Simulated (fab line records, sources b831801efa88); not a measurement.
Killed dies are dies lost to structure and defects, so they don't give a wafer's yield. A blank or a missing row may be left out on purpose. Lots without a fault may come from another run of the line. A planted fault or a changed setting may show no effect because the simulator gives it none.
Which tool did it? | flow gf180mcu | 13 lots, 39 wafers sampled, at 6 steps of a route of 602

WHAT THE GAUGES READ, wafer by wafer
GF_HV_LDD_TW_MEAS_11.
lot  | measured     | on            | HV_LDD_TW
L161 | day 9 22:04  | film_metro-01 | 2446 2452 2448
L162 | day 10 09:11 | film_metro-04 | 2346 2360 2366
L165 | day 11 05:13 | film_metro-04 | 2370 2377 2381
L166 | day 11 16:38 | film_metro-04 | 2365 2385 2375
L167 | day 11 18:43 | film_metro-04 | 2364 2378 2360
L168 | day 12 09:56 | film_metro-01 | 2456 2456 2448
L172 | day 13 13:49 | film_metro-04 | 2407 2411 2408
L178 | day 15 08:26 | film_metro-01 | 2370 2363 2360
L179 | day 15 18:02 | film_metro-04 | 2304 2292 2304
L180 | day 16 05:20 | film_metro-04 | 2304 2300 2312
L181 | day 16 05:38 | film_metro-01 | 2467 2468 2482
L182 | day 16 13:44 | film_metro-04 | 2378 2401 2388
L184 | day 17 05:21 | film_metro-01 | 2446 2439 2454

GF_HV_LDD_RS_MEAS_53: measures by four-point-probe.
lot  | measured     | on            | HV_LDD_RS (ohm/sq)
L161 | day 12 07:07 | film_metro-02 | 418.1 418.2 417.5
L162 | day 12 20:10 | film_metro-04 | 419.0 419.1 419.2
L165 | day 13 19:08 | film_metro-02 | 420.0 420.1 420.0
L166 | day 14 06:13 | film_metro-04 | 419.0 419.2 418.4
L167 | day 14 09:35 | film_metro-04 | 419.8 419.0 420.6
L168 | day 15 00:52 | film_metro-02 | 418.5 419.5 419.0
L172 | day 16 05:01 | film_metro-02 | 418.8 419.0 418.0
L178 | day 18 04:36 | film_metro-01 | 445.0 445.0 445.9
L179 | day 18 15:40 | film_metro-02 | 441.8 442.3 442.4
L180 | day 19 04:09 | film_metro-01 | 445.1 444.7 444.4
L181 | day 19 04:49 | film_metro-04 | 418.7 419.9 418.9
L182 | day 19 13:20 | film_metro-04 | 419.8 418.6 418.4
L184 | day 20 06:20 | film_metro-01 | 418.9 419.0 418.0

GF_CONTACT_THK_MEAS_01.
lot  | measured     | on            | CONTACT_CVD_00_THK (nm)
L161 | day 15 02:38 | film_metro-04 | 299.5 294.8 301.5
L162 | day 15 15:29 | film_metro-02 | 294.3 298.2 294.6
L165 | day 16 17:05 | film_metro-02 | 298.9 301.6 296.5
L166 | day 17 02:58 | film_metro-02 | 298.9 301.4 297.7
L167 | day 17 08:20 | film_metro-02 | 296.4 300.2 300.1
L168 | day 17 23:03 | film_metro-02 | 296.3 294.9 295.4
L172 | day 19 08:04 | film_metro-04 | 297.9 303.0 300.7
L178 | day 21 08:27 | film_metro-04 | 297.5 296.9 296.7
L179 | day 21 20:24 | film_metro-01 | 302.0 307.1 301.6
L180 | day 22 08:13 | film_metro-04 | 297.6 300.6 298.5
L181 | day 22 08:31 | film_metro-01 | 303.7 301.7 303.7
L182 | day 22 15:49 | film_metro-04 | 298.8 298.9 299.4
L184 | day 23 10:58 | film_metro-04 | 303.0 303.6 302.6

WHICH TOOL RAN EACH LOT (tool, then ch and the chambers of the sampled wafers, then the start)
lot  | GF_HV_LDD_IMPLANT_09            | GF_PSD_RTA_13                    | GF_SALICIDE_RTA_08
L161 | implanter-03 ch 0, day 9 21:51  | rtp_anneal-02 ch 0, day 14 04:16 | rtp_anneal-01 ch 0, day 15 02:29
L162 | implanter-02 ch 0, day 10 08:58 | rtp_anneal-01 ch 0, day 14 16:38 | rtp_anneal-02 ch 0, day 15 15:22
L165 | implanter-02 ch 0, day 11 04:58 | rtp_anneal-01 ch 0, day 15 17:15 | rtp_anneal-02 ch 0, day 16 16:57
L166 | implanter-03 ch 0, day 11 16:23 | rtp_anneal-01 ch 0, day 16 03:11 | rtp_anneal-02 ch 0, day 17 02:49
L167 | implanter-02 ch 0, day 11 18:28 | rtp_anneal-01 ch 0, day 16 07:43 | rtp_anneal-02 ch 0, day 17 08:12
L168 | implanter-03 ch 0, day 12 09:32 | rtp_anneal-02 ch 0, day 16 22:29 | rtp_anneal-02 ch 0, day 17 22:54
L172 | implanter-02 ch 0, day 13 13:36 | rtp_anneal-02 ch 0, day 18 06:52 | rtp_anneal-02 ch 0, day 19 07:56
L178 | implanter-02 ch 0, day 15 08:11 | rtp_anneal-02 ch 0, day 20 07:12 | rtp_anneal-01 ch 0, day 21 08:19
L179 | implanter-02 ch 0, day 15 17:48 | rtp_anneal-01 ch 0, day 20 19:19 | rtp_anneal-02 ch 0, day 21 20:14
L180 | implanter-02 ch 0, day 16 05:05 | rtp_anneal-02 ch 0, day 21 07:47 | rtp_anneal-02 ch 0, day 22 08:04
L181 | implanter-03 ch 0, day 16 05:23 | rtp_anneal-02 ch 0, day 21 08:10 | rtp_anneal-02 ch 0, day 22 08:22
L182 | implanter-03 ch 0, day 16 13:29 | rtp_anneal-02 ch 0, day 21 16:03 | rtp_anneal-02 ch 0, day 22 15:40
L184 | implanter-03 ch 0, day 17 05:07 | rtp_anneal-02 ch 0, day 22 10:05 | rtp_anneal-01 ch 0, day 23 10:50
- GF_HV_LDD_IMPLANT_09
- GF_PSD_RTA_13: time 20 s.
- GF_SALICIDE_RTA_08: time 30 s.

WHAT THE TOOLS THEMSELVES READ (means of the sampled wafers that have a number; where no wafer has one, the mark that the record gives instead)
GF_HV_LDD_IMPLANT_09.
lot  | tool         | dose_ions_cm2 | faraday_current_uA | tilt_deg (degrees)
L161 | implanter-03 | 1.000e+14     | 574                | 6.981
L162 | implanter-02 | 1.000e+14     | 578                | 7.007
L165 | implanter-02 | 9.981e+13     | 560                | 7.026
L166 | implanter-03 | 9.989e+13     | 573                | 6.983
L167 | implanter-02 | 1.001e+14     | 568                | 7.005
L168 | implanter-03 | 9.998e+13     | 581                | 6.995
L172 | implanter-02 | 1.000e+14     | 559                | 6.998
L178 | implanter-02 | 8.725e+13     | 487                | 7.023
L179 | implanter-02 | 8.715e+13     | 491                | 7.014
L180 | implanter-02 | 8.720e+13     | 498                | 6.962
L181 | implanter-03 | 9.998e+13     | 565                | 7.008
L182 | implanter-03 | 9.997e+13     | 564                | 7.006
L184 | implanter-03 | 1.000e+14     | 562                | 7.009

GF_PSD_RTA_13.
lot  | tool          | lamp_power_pct (%) | wafer_temp_C_max
L161 | rtp_anneal-02 | 34.5               | 1028.6
L162 | rtp_anneal-01 | 33.7               | 1029.1
L165 | rtp_anneal-01 | 33.7               | 1030.9
L166 | rtp_anneal-01 | 33.7               | 1028.8
L167 | rtp_anneal-01 | 33.7               | 1029.3
L168 | rtp_anneal-02 | 34.5               | 1028.9
L172 | rtp_anneal-02 | 34.4               | 1029.0
L178 | rtp_anneal-02 | 34.4               | 1028.6
L179 | rtp_anneal-01 | 33.7               | 1029.7
L180 | rtp_anneal-02 | 34.5               | 1028.8
L181 | rtp_anneal-02 | 34.4               | 1029.8
L182 | rtp_anneal-02 | 34.5               | 1028.9
L184 | rtp_anneal-02 | 34.4               | 1029.2

GF_SALICIDE_RTA_08.
lot  | tool          | lamp_power_pct (%) | wafer_temp_C_max
L161 | rtp_anneal-01 | 16.99              | 802.9
L162 | rtp_anneal-02 | 17.36              | 802.4
L165 | rtp_anneal-02 | 17.36              | 802.7
L166 | rtp_anneal-02 | 17.35              | 803.7
L167 | rtp_anneal-02 | 17.37              | 802.7
L168 | rtp_anneal-02 | 17.34              | 803.0
L172 | rtp_anneal-02 | 17.35              | 803.0
L178 | rtp_anneal-01 | 16.99              | 802.6
L179 | rtp_anneal-02 | 17.35              | 803.1
L180 | rtp_anneal-02 | 17.36              | 802.6
L181 | rtp_anneal-02 | 17.36              | 802.8
L182 | rtp_anneal-02 | 17.36              | 803.0
L184 | rtp_anneal-01 | 16.98              | 803.9

THE ANSWER, worked out from the rows above alone
Rule: what is usual is taken from the lots themselves. Put in order of their means at a reading, lots are off if they are a third of the lots or fewer, leave a main group of 4 or more, and stand apart from it by a gap of 3 or more times the standard deviation of the main group's means; of several such gaps the widest counts. A main group whose means are all the same, to the digits that the tables above print for the reading, isn't used. A lot without any number at a reading at which 4 lots or more have one is off too. The other lots that the step has rows for count as sound. The gauges are gone through in route order, then the tools' own readings, and for those a lot's mean is taken as printed above. The first step at which some lot is off is used, and at that step the reading that is off furthest; a lot without a number counts as furthest.
Off: L178, L179, L180, at GF_HV_LDD_RS_MEAS_53 (HV_LDD_RS). The main group: mean 419.0 ohm/sq, standard deviation 0.57.
A tool fits if, at a process step before that reading, it ran every lot that is off, and no sound lot after the first of them. The gauges at GF_HV_LDD_RS_MEAS_53 aren't tried: what is off there is off at GF_HV_LDD_IMPLANT_09 too, on other tools, and a gauge's error can't cause that. One fits: implanter-02 at GF_HV_LDD_IMPLANT_09. Its last sound lot is L172 (day 13 13:36), its first lot that is off L178 (day 15 08:11): a fault that began between those two fits.
The tool's own readings at GF_HV_LDD_IMPLANT_09 bear it out: on the lots that are off they differ by more than 5 times the standard deviation of the sound lots' means. dose_ions_cm2 reads 8.720e+13 there against 9.997e+13 on the sound lots; faraday_current_uA reads 492 there against 568 on the sound lots.

WHAT THE SIMULATOR HAD PUT IN
Process parameter drift: implanter-02, from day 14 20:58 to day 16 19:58, at GF_HV_LDD_IMPLANT_09. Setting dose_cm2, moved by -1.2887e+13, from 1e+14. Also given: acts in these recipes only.
Lots struck among those shown: L178, L179, L180. The rule above found the same.
